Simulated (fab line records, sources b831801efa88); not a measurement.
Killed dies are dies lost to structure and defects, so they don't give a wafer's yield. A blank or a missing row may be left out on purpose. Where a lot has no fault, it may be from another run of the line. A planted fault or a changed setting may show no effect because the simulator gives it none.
A struck lot beside a sound one / flow gf180mcu / 14 steps out of a route of 602
Sound: the wafers L292.1, L292.3, L292.5. Wafers L287.1, L287.2, L287.3 were the ones struck. At the end, the cause is stated.
Each step with rows lists, per side, the tool, then ch with its chambers, then its first start. Under that, the readings that differ: sound wafers / struck wafers / difference of the means / sigmas: that difference in standard deviations of wafers without a fault.
alike: readings with means less than 2 such deviations apart, plus words and numbers identical on both sides. not compared: withheld readings, readings lacking a value on some wafer, bounds such as >300 that could conceal the same value, and numbers that have no deviation in the record and whose values overlap.
The two part at a step that has a row with sigmas, a row that says differs or no value, or rows on one side only. When numbers do not overlap yet have no deviation, they are printed without sigmas and do not part them. A reading missing from all wafers of one side parts the sides only when that side holds two or more wafers.

first, 4 steps without rows for these wafers: GF_HV_LDD_SOFTBAKE_42 (time 60 s); GF_HV_LDD_EXPOSE_43 (exposes mask Pplus HV AREA, target cd 400 nm); GF_HV_LDD_PEB_44; GF_HV_LDD_DEVELOP_45 (develop time 60 s).
GF_HV_LDD_CD_MEAS_46: the cd target is 400 nm.
  sound on cd_sem-01, day 17 03:07; struck on cd_sem-02, day 15 02:01
  alike: cd_nm
GF_HV_LDD_OVL_MEAS_47:
  sound on overlay-01, day 17 03:14; struck on overlay-01, day 15 02:08
  alike: HV_LDD_03_OVL
then, 1 step without rows for these wafers: GF_HV_LDD_IMPLANT_48.
GF_HV_LDD_STRIP_49: strips in O2/N2.
  sound on plasma_asher-04 ch 0,1, day 17 03:26; struck on plasma_asher-02 ch 0,1, day 15 02:19
reading=heater_power_w (W); sound=328 274 278; struck=365 381 386; difference=+84; sigmas=+3
reading=strip_time_to_endpoint_s (s); sound=12.65 12.71 12.66; struck=12.57 12.58 12.62; difference=-0.08; sigmas=-2
  alike: drypump_motor_current_A, oes_product_au
  not compared: rf_hours_counter_h
GF_HV_LDD_TW_MEAS_50:
  sound on film_metro-01, day 17 03:32; struck on film_metro-04, day 15 02:25
  alike: HV_LDD_4_TW
then, 1 step without rows for these wafers: GF_HV_LDD_CLEAN_51 (cleans in SC1/SC2, time 150 s).
GF_HV_LDD_RTA_52: time 10 s.
  sound on rtp_anneal-01 ch 0, day 17 03:38; struck on rtp_anneal-02 ch 0, day 15 02:32
  alike: lamp_power_pct, wafer_temp_C_max
GF_HV_LDD_RS_MEAS_53: a four-point-probe measurement.
  sound on film_metro-01, day 17 03:42; struck on film_metro-04, day 15 02:36
  alike: HV_LDD_RS
GF_HV_LDD_CVD_54: deposits SiO2 from TEOS, target thk 10 nm, time 75 s.
  sound on lpcvd-02 ch 1, day 17 03:49; struck on lpcvd-01 ch 0, day 15 02:43
  no value came back on the struck wafers for pressure_mtorr (mTorr), spike_tc_bottom_C (C); on the sound wafers pressure_mtorr (mTorr) reads 400.5 401.4 399.4
then, 1 step without rows for these wafers: GF_HV_LDD_CVD_56 (deposits Si3N4 from DCS/NH3, target thk 90 nm, time 1543 s).

WHERE THEY PART
At GF_HV_LDD_STRIP_49 first; at GF_HV_LDD_CVD_54 last (within this record only).

WHY: whatever the simulator had introduced
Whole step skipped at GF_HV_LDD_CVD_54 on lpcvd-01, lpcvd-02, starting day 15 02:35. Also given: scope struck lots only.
